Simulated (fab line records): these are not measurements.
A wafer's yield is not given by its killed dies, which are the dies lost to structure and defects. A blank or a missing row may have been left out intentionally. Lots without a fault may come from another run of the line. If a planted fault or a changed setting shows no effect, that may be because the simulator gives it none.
fab line records :: flow sfq_line
[record]
  lots = 5
  wafers = 15
  last_day = 85
route steps=325 shown INCOMING@1 L0@3
lots with no fault: from the same line, run without faults
start_h: hours from the record's first day to the start of the lot's first wafer shown :: wait_h: hours from the lot's prior step to this one :: " same as the row above :: L1.1+2: several wafers, shown together as one row :: - no value, or no start was given :: * or withheld: withheld :: < > ~ a bound
route shown NAME@n: NAME is a module with steps in the file, n the number in the route of the first one :: usual: mean/standard deviation taken from wafers without a fault :: same: alike in all rows :: chamber/n: place in a boat :: sites: readings site by site :: _std_site: standard deviation across them :: _edge_site: the outer-site mean with the inner-site mean subtracted :: radius_mm: how far each site lies from the wafer's centre :: mask NAME#n: copy n :: behind: tool/chamber where the wafer was last shaped :: hold: what put the lot on hold/how long, in hours/how the hold closed :: device: transistor that didn't switch, given as n, p or np :: end of line: the same wafers' tests at the end of the route :: a step without rows: its recipe alone :: killed: dies that structure and defects cost at the first sort, which is not the same as the wafer's yield :: map: shows each die of a wafer: x if killed, . if not, _ if none is there
set.NAME: the setting as run; set.NAME@STEP: as run at that earlier step :: model.NAME: the simulator's own value behind a step, which no gauge read
lots at selected steps of the route; one table per step, one row per wafer
services: when a tool's chamber went out of use (start_h, in hours from the record's first day, below 0 if earlier), for how many hours, and the reason
[[steps]]
[step SFQ_INCOMING_BOW_MEAS_900]
[recipe]
  mode = bow
[usual]
  INCOMING_BOW = 0/6.1
lot.wafer: L359.1
tool: film_metro-04
chamber: -
start_h: 10.00
wait_h: -
INCOMING_BOW[um]: -3

lot.wafer: L359.3
tool: film_metro-04
chamber: -
start_h: 10.00
wait_h: -
INCOMING_BOW[um]: 1

lot.wafer: L359.6
tool: film_metro-04
chamber: -
start_h: 10.00
wait_h: -
INCOMING_BOW[um]: 6

lot.wafer: L366.4
tool: film_metro-04
chamber: -
start_h: 45.06
wait_h: -
INCOMING_BOW[um]: 2

lot.wafer: L366.5
tool: film_metro-04
chamber: -
start_h: 45.06
wait_h: -
INCOMING_BOW[um]: 2

lot.wafer: L366.6
tool: film_metro-04
chamber: -
start_h: 45.06
wait_h: -
INCOMING_BOW[um]: -6

lot.wafer: L371.3
tool: film_metro-01
chamber: -
start_h: 70.04
wait_h: -
INCOMING_BOW[um]: -9

lot.wafer: L371.5
tool: film_metro-01
chamber: -
start_h: 70.04
wait_h: -
INCOMING_BOW[um]: 5

lot.wafer: L371.6
tool: film_metro-01
chamber: -
start_h: 70.04
wait_h: -
INCOMING_BOW[um]: 14

lot.wafer: L373.1
tool: film_metro-04
chamber: -
start_h: 80.00
wait_h: -
INCOMING_BOW[um]: 0

lot.wafer: L373.5
tool: film_metro-04
chamber: -
start_h: 80.00
wait_h: -
INCOMING_BOW[um]: 3

lot.wafer: L373.6
tool: film_metro-04
chamber: -
start_h: 80.00
wait_h: -
INCOMING_BOW[um]: -16

lot.wafer: L381.1
tool: film_metro-01
chamber: -
start_h: 120.00
wait_h: -
INCOMING_BOW[um]: 1

lot.wafer: L381.3
tool: film_metro-01
chamber: -
start_h: 120.00
wait_h: -
INCOMING_BOW[um]: -2

lot.wafer: L381.4
tool: film_metro-01
chamber: -
start_h: 120.00
wait_h: -
INCOMING_BOW[um]: -1
[step SFQ_TRILAYER_INCOMING_OXIDATION_002]
[recipe]
  temp_c = 1000
  ambient = H2O
  target_thk_a = 5000
  p_h2o_torr = 720
  ox_time_s = 4939
[step SFQ_TRILAYER_L0_DEP_SPUTTER_003]
[recipe]
  material = MoNx_KI
  base_pressure_pa = 1.33e-06
  target_thk_nm = 40
  power_w = 800
  time_s = 100
  chamber_pressure_pa = 0.4
[usual]
  cathode_dc_power_W = 800.00/0.14
  throttle_valve_pct = 30.0/0.85
lot.wafer: L359.1
tool: pvd_sputter-05
chamber: -
start_h: 12.49
wait_h: 0.0
cathode_dc_power_W: 800.02
throttle_valve_pct: 29.5

lot.wafer: L359.3
tool: pvd_sputter-05
chamber: -
start_h: 12.49
wait_h: 0.0
cathode_dc_power_W: 799.98
throttle_valve_pct: 29.6

lot.wafer: L359.6
tool: pvd_sputter-05
chamber: -
start_h: 12.49
wait_h: 0.0
cathode_dc_power_W: 800.16
throttle_valve_pct: 30.2

lot.wafer: L366.4
tool: pvd_sputter-04
chamber: -
start_h: 47.49
wait_h: 0.0
cathode_dc_power_W: 800.15
throttle_valve_pct: 29.6

lot.wafer: L366.5
tool: pvd_sputter-04
chamber: -
start_h: 47.49
wait_h: 0.0
cathode_dc_power_W: 799.84
throttle_valve_pct: 30.1

lot.wafer: L366.6
tool: pvd_sputter-04
chamber: -
start_h: 47.49
wait_h: 0.0
cathode_dc_power_W: 799.71
throttle_valve_pct: 29.5

lot.wafer: L371.3
tool: pvd_sputter-04
chamber: -
start_h: 72.49
wait_h: 0.0
cathode_dc_power_W: 799.97
throttle_valve_pct: 30.1

lot.wafer: L371.5
tool: pvd_sputter-04
chamber: -
start_h: 72.49
wait_h: 0.0
cathode_dc_power_W: 799.93
throttle_valve_pct: 30.7

lot.wafer: L371.6
tool: pvd_sputter-04
chamber: -
start_h: 72.49
wait_h: 0.0
cathode_dc_power_W: 799.91
throttle_valve_pct: 28.7

lot.wafer: L373.1
tool: pvd_sputter-03
chamber: -
start_h: 82.49
wait_h: 0.0
cathode_dc_power_W: 800.05
throttle_valve_pct: 29.7

lot.wafer: L373.5
tool: pvd_sputter-03
chamber: -
start_h: 82.49
wait_h: 0.0
cathode_dc_power_W: 800.29
throttle_valve_pct: 29.1

lot.wafer: L373.6
tool: pvd_sputter-03
chamber: -
start_h: 82.49
wait_h: 0.0
cathode_dc_power_W: 799.96
throttle_valve_pct: 28.6

lot.wafer: L381.1
tool: pvd_sputter-05
chamber: -
start_h: 122.49
wait_h: 0.0
cathode_dc_power_W: 799.99
throttle_valve_pct: 29.5

lot.wafer: L381.3
tool: pvd_sputter-05
chamber: -
start_h: 122.49
wait_h: 0.0
cathode_dc_power_W: 799.89
throttle_valve_pct: 30.0

lot.wafer: L381.4
tool: pvd_sputter-05
chamber: -
start_h: 122.49
wait_h: 0.0
cathode_dc_power_W: 800.20
throttle_valve_pct: 29.9
[step SFQ_L0_RS_MEAS_901]
[recipe]
  thk_meas_gauge = four-point-probe
  reads = MoNx_KI_of_TRILAYER_L0_DEP_SPUTTER_003
[usual]
  L0_MONX_KI_RS = 43.8/0.51
lot.wafer: L359.1
tool: film_metro-02
chamber: -
start_h: 12.56
wait_h: 0.0
L0_MONX_KI_RS[ohm/sq]: 43.1

lot.wafer: L359.3
tool: film_metro-02
chamber: -
start_h: 12.56
wait_h: 0.0
L0_MONX_KI_RS[ohm/sq]: 42.8

lot.wafer: L359.6
tool: film_metro-02
chamber: -
start_h: 12.56
wait_h: 0.0
L0_MONX_KI_RS[ohm/sq]: 43.5

lot.wafer: L366.4
tool: film_metro-04
chamber: -
start_h: 47.62
wait_h: 0.1
L0_MONX_KI_RS[ohm/sq]: 43.2

lot.wafer: L366.5
tool: film_metro-04
chamber: -
start_h: 47.62
wait_h: 0.1
L0_MONX_KI_RS[ohm/sq]: 43.9

lot.wafer: L366.6
tool: film_metro-04
chamber: -
start_h: 47.62
wait_h: 0.1
L0_MONX_KI_RS[ohm/sq]: 43.3

lot.wafer: L371.3
tool: film_metro-01
chamber: -
start_h: 72.60
wait_h: 0.1
L0_MONX_KI_RS[ohm/sq]: 44.3

lot.wafer: L371.5
tool: film_metro-01
chamber: -
start_h: 72.60
wait_h: 0.1
L0_MONX_KI_RS[ohm/sq]: 44.2

lot.wafer: L371.6
tool: film_metro-01
chamber: -
start_h: 72.60
wait_h: 0.1
L0_MONX_KI_RS[ohm/sq]: 63.1

lot.wafer: L373.1
tool: film_metro-04
chamber: -
start_h: 82.73
wait_h: 0.2
L0_MONX_KI_RS[ohm/sq]: 43.8

lot.wafer: L373.5
tool: film_metro-04
chamber: -
start_h: 82.73
wait_h: 0.2
L0_MONX_KI_RS[ohm/sq]: 43.6

lot.wafer: L373.6
tool: film_metro-04
chamber: -
start_h: 82.73
wait_h: 0.2
L0_MONX_KI_RS[ohm/sq]: 43.1

lot.wafer: L381.1
tool: film_metro-04
chamber: -
start_h: 122.57
wait_h: 0.0
L0_MONX_KI_RS[ohm/sq]: 42.9

lot.wafer: L381.3
tool: film_metro-04
chamber: -
start_h: 122.57
wait_h: 0.0
L0_MONX_KI_RS[ohm/sq]: 43.8

lot.wafer: L381.4
tool: film_metro-04
chamber: -
start_h: 122.57
wait_h: 0.0
L0_MONX_KI_RS[ohm/sq]: 42.9
[step SFQ_L0_THK_MEAS_902]
[recipe]
  thk_meas_gauge = xrf
  reads = MoNx_KI_of_TRILAYER_L0_DEP_SPUTTER_003
[usual]
  L0_MONX_KI_THK = 40.3/0.5
lot.wafer: L359.1
tool: film_metro-02
chamber: -
start_h: 12.68
wait_h: 0.1
L0_MONX_KI_THK[nm]: 40.6

lot.wafer: L359.3
tool: film_metro-02
chamber: -
start_h: 12.68
wait_h: 0.1
L0_MONX_KI_THK[nm]: 41.1

lot.wafer: L359.6
tool: film_metro-02
chamber: -
start_h: 12.68
wait_h: 0.1
L0_MONX_KI_THK[nm]: 40.3

lot.wafer: L366.4
tool: film_metro-04
chamber: -
start_h: 47.71
wait_h: 0.1
L0_MONX_KI_THK[nm]: 40.9

lot.wafer: L366.5
tool: film_metro-04
chamber: -
start_h: 47.71
wait_h: 0.1
L0_MONX_KI_THK[nm]: 40.4

lot.wafer: L366.6
tool: film_metro-04
chamber: -
start_h: 47.71
wait_h: 0.1
L0_MONX_KI_THK[nm]: 41.0

lot.wafer: L371.3
tool: film_metro-01
chamber: -
start_h: 72.70
wait_h: 0.1
L0_MONX_KI_THK[nm]: 39.9

lot.wafer: L371.5
tool: film_metro-01
chamber: -
start_h: 72.70
wait_h: 0.1
L0_MONX_KI_THK[nm]: 39.9

lot.wafer: L371.6
tool: film_metro-01
chamber: -
start_h: 72.70
wait_h: 0.1
L0_MONX_KI_THK[nm]: 31.1

lot.wafer: L373.1
tool: film_metro-04
chamber: -
start_h: 82.85
wait_h: 0.1
L0_MONX_KI_THK[nm]: 40.5

lot.wafer: L373.5
tool: film_metro-04
chamber: -
start_h: 82.85
wait_h: 0.1
L0_MONX_KI_THK[nm]: 40.5

lot.wafer: L373.6
tool: film_metro-04
chamber: -
start_h: 82.85
wait_h: 0.1
L0_MONX_KI_THK[nm]: 41.3

lot.wafer: L381.1
tool: film_metro-04
chamber: -
start_h: 122.69
wait_h: 0.1
L0_MONX_KI_THK[nm]: 41.1

lot.wafer: L381.3
tool: film_metro-04
chamber: -
start_h: 122.69
wait_h: 0.1
L0_MONX_KI_THK[nm]: 40.4

lot.wafer: L381.4
tool: film_metro-04
chamber: -
start_h: 122.69
wait_h: 0.1
L0_MONX_KI_THK[nm]: 41.5
[step SFQ_TRILAYER_L0_LITHO_COAT_010]
[recipe]
  resist = BARC
  spin_rpm = 3000
  resist_thk_nm = 62
[step SFQ_TRILAYER_L0_LITHO_COAT_005]
[recipe]
  resist = KrF
  spin_rpm = 3000
  resist_thk_nm = 600
[step SFQ_TRILAYER_L0_LITHO_SOFTBAKE_009]
[recipe]
  temp_c = withheld
  time_s = withheld
  resist = KrF
[step SFQ_TRILAYER_L0_LITHO_EXPOSE_006]
[recipe]
  mask_id = L0
  na = 0.6
  source_shape = conventional
  sigma_outer = 0.65
  target_cd_nm = 2000
  dose_mj = 14.4
[step SFQ_TRILAYER_L0_LITHO_PEB_008]
[recipe]
  peb_temp_c = 115
  peb_time_s = 60
  resist = KrF
[step SFQ_TRILAYER_L0_LITHO_DEVELOP_007]
[recipe]
  time_s = 60
  resist = KrF
[step SFQ_TRILAYER_L0_BARC_OPEN_METAL_ETCH_010]
[recipe]
  mask_material = PR
  chemistry = O2
  target_depth_nm = 125
  target = BARC
  icp_w = 600
  bias_w = 80
  pressure_mtorr = 10
  time_s = 41.7
[usual]
  drypump_motor_current_A = 5.9/0.39
  oes_product_au = 0.685/0.0043
lot.wafer: L359.1
tool: rie_metal-02
chamber: 0
start_h: 85.05
wait_h: 0.1
drypump_motor_current_A: 5.6
oes_product_au: 0.683
rf_hours_counter_h: 120

lot.wafer: L359.3
tool: rie_metal-02
chamber: 0
start_h: 85.05
wait_h: 0.1
drypump_motor_current_A: 5.6
oes_product_au: 0.693
rf_hours_counter_h: -

lot.wafer: L359.6
tool: rie_metal-02
chamber: 1
start_h: 85.05
wait_h: 0.1
drypump_motor_current_A: 6.5
oes_product_au: 0.674
rf_hours_counter_h: -

lot.wafer: L366.4
tool: rie_metal-03
chamber: 1
start_h: 127.62
wait_h: 0.1
drypump_motor_current_A: 6.1
oes_product_au: 0.683
rf_hours_counter_h: -

lot.wafer: L366.5
tool: rie_metal-03
chamber: 0
start_h: 127.62
wait_h: 0.1
drypump_motor_current_A: 5.6
oes_product_au: 0.683
rf_hours_counter_h: -

lot.wafer: L366.6
tool: rie_metal-03
chamber: 1
start_h: 127.62
wait_h: 0.1
drypump_motor_current_A: 6.1
oes_product_au: 0.690
rf_hours_counter_h: -

lot.wafer: L371.3
tool: rie_metal-04
chamber: 1
start_h: 151.42
wait_h: 0.1
drypump_motor_current_A: 5.4
oes_product_au: 0.682
rf_hours_counter_h: -

lot.wafer: L371.5
tool: rie_metal-04
chamber: 0
start_h: 151.42
wait_h: 0.1
drypump_motor_current_A: 5.9
oes_product_au: 0.690
rf_hours_counter_h: -

lot.wafer: L371.6
tool: rie_metal-04
chamber: 1
start_h: 151.42
wait_h: 0.1
drypump_motor_current_A: 5.3
oes_product_au: 0.677
rf_hours_counter_h: -

lot.wafer: L373.1
tool: rie_metal-03
chamber: 0
start_h: 161.00
wait_h: 0.1
drypump_motor_current_A: 5.5
oes_product_au: 0.684
rf_hours_counter_h: 199

lot.wafer: L373.5
tool: rie_metal-03
chamber: 0
start_h: 161.00
wait_h: 0.1
drypump_motor_current_A: 5.6
oes_product_au: 0.686
rf_hours_counter_h: -

lot.wafer: L373.6
tool: rie_metal-03
chamber: 1
start_h: 161.00
wait_h: 0.1
drypump_motor_current_A: 6.1
oes_product_au: 0.689
rf_hours_counter_h: -

lot.wafer: L381.1
tool: rie_metal-03
chamber: 1
start_h: 205.52
wait_h: 0.1
drypump_motor_current_A: 6.1
oes_product_au: 0.684
rf_hours_counter_h: 154

lot.wafer: L381.3
tool: rie_metal-03
chamber: 0
start_h: 205.52
wait_h: 0.1
drypump_motor_current_A: 5.6
oes_product_au: 0.685
rf_hours_counter_h: -

lot.wafer: L381.4
tool: rie_metal-03
chamber: 1
start_h: 205.52
wait_h: 0.1
drypump_motor_current_A: 6.1
oes_product_au: 0.683
rf_hours_counter_h: -
[step SFQ_TRILAYER_L0_ETCH_METAL_ETCH_008]
[recipe]
  target = MoNx_KI
  stop_on = SiO2
  mask_material = PR
  chemistry = SF6/O2
  target_depth_nm = 50
  icp_w = 600
  bias_w = 80
  pressure_mtorr = 10
  time_s = 25
[usual]
  drypump_motor_current_A = 5.9/0.39
  oes_product_au = 0.870/0.0073
lot.wafer: L359.1
tool: rie_metal-02
chamber: 0
start_h: 85.11
wait_h: 0.0
drypump_motor_current_A: 5.6
oes_product_au: 0.884
rf_hours_counter_h: 120

lot.wafer: L359.3
tool: rie_metal-02
chamber: 0
start_h: 85.11
wait_h: 0.0
drypump_motor_current_A: 5.6
oes_product_au: 0.883
rf_hours_counter_h: -

lot.wafer: L359.6
tool: rie_metal-02
chamber: 1
start_h: 85.11
wait_h: 0.0
drypump_motor_current_A: 6.5
oes_product_au: 0.875
rf_hours_counter_h: -

lot.wafer: L366.4
tool: rie_metal-03
chamber: 1
start_h: 127.67
wait_h: 0.0
drypump_motor_current_A: 6.1
oes_product_au: 0.873
rf_hours_counter_h: -

lot.wafer: L366.5
tool: rie_metal-03
chamber: 0
start_h: 127.67
wait_h: 0.0
drypump_motor_current_A: 5.5
oes_product_au: 0.873
rf_hours_counter_h: -

lot.wafer: L366.6
tool: rie_metal-03
chamber: 1
start_h: 127.67
wait_h: 0.0
drypump_motor_current_A: 6.1
oes_product_au: 0.874
rf_hours_counter_h: -

lot.wafer: L371.3
tool: rie_metal-04
chamber: 1
start_h: 151.47
wait_h: 0.0
drypump_motor_current_A: 5.4
oes_product_au: 0.852
rf_hours_counter_h: -

lot.wafer: L371.5
tool: rie_metal-04
chamber: 0
start_h: 151.47
wait_h: 0.0
drypump_motor_current_A: 5.9
oes_product_au: 0.864
rf_hours_counter_h: -

lot.wafer: L371.6
tool: rie_metal-04
chamber: 1
start_h: 151.47
wait_h: 0.0
drypump_motor_current_A: 5.4
oes_product_au: 0.760
rf_hours_counter_h: -

lot.wafer: L373.1
tool: rie_metal-03
chamber: 0
start_h: 161.06
wait_h: 0.0
drypump_motor_current_A: 5.6
oes_product_au: 0.870
rf_hours_counter_h: 199

lot.wafer: L373.5
tool: rie_metal-03
chamber: 0
start_h: 161.06
wait_h: 0.0
drypump_motor_current_A: 5.6
oes_product_au: 0.871
rf_hours_counter_h: -

lot.wafer: L373.6
tool: rie_metal-03
chamber: 1
start_h: 161.06
wait_h: 0.0
drypump_motor_current_A: 6.1
oes_product_au: 0.879
rf_hours_counter_h: -

lot.wafer: L381.1
tool: rie_metal-03
chamber: 1
start_h: 205.58
wait_h: 0.0
drypump_motor_current_A: 6.1
oes_product_au: 0.882
rf_hours_counter_h: 154

lot.wafer: L381.3
tool: rie_metal-03
chamber: 0
start_h: 205.58
wait_h: 0.0
drypump_motor_current_A: 5.6
oes_product_au: 0.871
rf_hours_counter_h: -

lot.wafer: L381.4
tool: rie_metal-03
chamber: 1
start_h: 205.58
wait_h: 0.0
drypump_motor_current_A: 6.1
oes_product_au: 0.874
rf_hours_counter_h: -
[step SFQ_TRILAYER_L0_STRIP_STRIP_009]
[recipe]
  gas = O2
  power_w = 200
  platen_temp_c = 40
  overash_fraction = 0.65
  chemistry = O2
  pressure_mtorr = 50
[usual]
  drypump_motor_current_A = 5.9/0.39
  oes_product_au = 1.001/0.0086
lot.wafer: L359.1
tool: rie_metal-02
chamber: 0
start_h: 85.16
wait_h: 0.0
drypump_motor_current_A: 5.6
oes_product_au: 1.011
rf_hours_counter_h: 120

lot.wafer: L359.3
tool: rie_metal-02
chamber: 0
start_h: 85.16
wait_h: 0.0
drypump_motor_current_A: 5.6
oes_product_au: 1.010
rf_hours_counter_h: -

lot.wafer: L359.6
tool: rie_metal-02
chamber: 1
start_h: 85.16
wait_h: 0.0
drypump_motor_current_A: 6.5
oes_product_au: 0.990
rf_hours_counter_h: -

lot.wafer: L366.4
tool: rie_metal-03
chamber: 1
start_h: 127.90
wait_h: 0.2
drypump_motor_current_A: 6.1
oes_product_au: 1.003
rf_hours_counter_h: -

lot.wafer: L366.5
tool: rie_metal-03
chamber: 0
start_h: 127.90
wait_h: 0.2
drypump_motor_current_A: 5.6
oes_product_au: 0.994
rf_hours_counter_h: -

lot.wafer: L366.6
tool: rie_metal-03
chamber: 1
start_h: 127.90
wait_h: 0.2
drypump_motor_current_A: 6.1
oes_product_au: 1.002
rf_hours_counter_h: -

lot.wafer: L371.3
tool: rie_metal-04
chamber: 1
start_h: 151.70
wait_h: 0.2
drypump_motor_current_A: 5.3
oes_product_au: 0.986
rf_hours_counter_h: -

lot.wafer: L371.5
tool: rie_metal-04
chamber: 0
start_h: 151.70
wait_h: 0.2
drypump_motor_current_A: 5.9
oes_product_au: 0.991
rf_hours_counter_h: -

lot.wafer: L371.6
tool: rie_metal-04
chamber: 1
start_h: 151.70
wait_h: 0.2
drypump_motor_current_A: 5.4
oes_product_au: 0.998
rf_hours_counter_h: -

lot.wafer: L373.1
tool: rie_metal-03
chamber: 0
start_h: 161.10
wait_h: 0.0
drypump_motor_current_A: 5.6
oes_product_au: 1.002
rf_hours_counter_h: 199

lot.wafer: L373.5
tool: rie_metal-03
chamber: 0
start_h: 161.10
wait_h: 0.0
drypump_motor_current_A: 5.6
oes_product_au: 1.005
rf_hours_counter_h: -

lot.wafer: L373.6
tool: rie_metal-03
chamber: 1
start_h: 161.10
wait_h: 0.0
drypump_motor_current_A: 6.1
oes_product_au: 0.998
rf_hours_counter_h: -

lot.wafer: L381.1
tool: rie_metal-03
chamber: 1
start_h: 205.63
wait_h: 0.0
drypump_motor_current_A: 6.1
oes_product_au: 1.004
rf_hours_counter_h: 154

lot.wafer: L381.3
tool: rie_metal-03
chamber: 0
start_h: 205.63
wait_h: 0.0
drypump_motor_current_A: 5.5
oes_product_au: 1.003
rf_hours_counter_h: -

lot.wafer: L381.4
tool: rie_metal-03
chamber: 1
start_h: 205.63
wait_h: 0.0
drypump_motor_current_A: 6.1
oes_product_au: 0.999
rf_hours_counter_h: -
[[services]]
tool: rie_metal-04
chamber: -
start_h: -9.96
hours: 2.8
kind: pm

tool: rie_metal-04
chamber: 1
start_h: -4.86
hours: 18.8
kind: repair

tool: pvd_sputter-05
chamber: 2
start_h: 16.61
hours: -
kind: consumable_replace:kit

tool: pvd_sputter-05
chamber: 2
start_h: 16.61
hours: 18.0
kind: scheduled_down

tool: pvd_sputter-05
chamber: 2
start_h: 16.61
hours: 18.0
kind: vent_cycle

tool: rie_metal-02
chamber: -
start_h: 35.09
hours: 1.2
kind: repair

tool: pvd_sputter-04
chamber: -
start_h: 39.71
hours: 0.8
kind: repair

tool: rie_metal-04
chamber: 0
start_h: 54.34
hours: 10.5
kind: repair

tool: rie_metal-02
chamber: -
start_h: 57.16
hours: 0.7
kind: repair

tool: rie_metal-03
chamber: -
start_h: 61.83
hours: 0.7
kind: repair

tool: pvd_sputter-05
chamber: -
start_h: 82.15
hours: 2.2
kind: repair

tool: pvd_sputter-05
chamber: -
start_h: 100.81
hours: 5.4
kind: repair

tool: pvd_sputter-04
chamber: -
start_h: 108.27
hours: 5.5
kind: repair

tool: rie_metal-03
chamber: -
start_h: 130.66
hours: 1.0
kind: repair

tool: rie_metal-03
chamber: -
start_h: 150.23
hours: 5.7
kind: repair

tool: pvd_sputter-03
chamber: -
start_h: 153.38
hours: 0.9
kind: repair

tool: pvd_sputter-05
chamber: -
start_h: 155.45
hours: 4.3
kind: repair

tool: pvd_sputter-03
chamber: -
start_h: 171.45
hours: 7.3
kind: repair

tool: rie_metal-03
chamber: 0
start_h: 178.75
hours: -
kind: clean

tool: rie_metal-03
chamber: 0
start_h: 178.75
hours: 20.9
kind: scheduled_down

tool: rie_metal-03
chamber: 0
start_h: 178.75
hours: 20.9
kind: vent_cycle

tool: pvd_sputter-04
chamber: 1
start_h: 183.99
hours: -
kind: consumable_replace:kit

tool: rie_metal-04
chamber: 0
start_h: 202.08
hours: 7.5
kind: repair

tool: pvd_sputter-04
chamber: -
start_h: 202.22
hours: 1.6
kind: repair
[[key]]
[first_sign]
  step = SFQ_L0_RS_MEAS_901
  reading = L0_MONX_KI_RS
  direction = up
  sigmas = 38
  usual = 43.8
  struck = 63.1
[effect]
  step = SFQ_L0_THK_MEAS_902
  reading = L0_MONX_KI_THK
  direction = down
  sigmas = 18
  usual = 40.3
  struck = 31.1
[effect]
  step = SFQ_TRILAYER_L0_ETCH_METAL_ETCH_008
  reading = oes_product_au
  direction = down
  sigmas = 15
  usual = 0.870
  struck = 0.760
met_at SFQ_TRILAYER_L0_DEP_SPUTTER_003
struck_wafers L371.6
[fault]
  kind = site_profile_drift
  tool = pvd_sputter-04
  chamber = -
  onset_h = 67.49
  steps = SFQ_TRILAYER_L0_DEP_SPUTTER_003
  basis = fraction
  max_abs_drift = 0.48709
  slope_share_per_hr = 108.24
  site_pattern = 0,0,0,0,0,-1,-1,-1,-1
  scope = struck_wafers_only
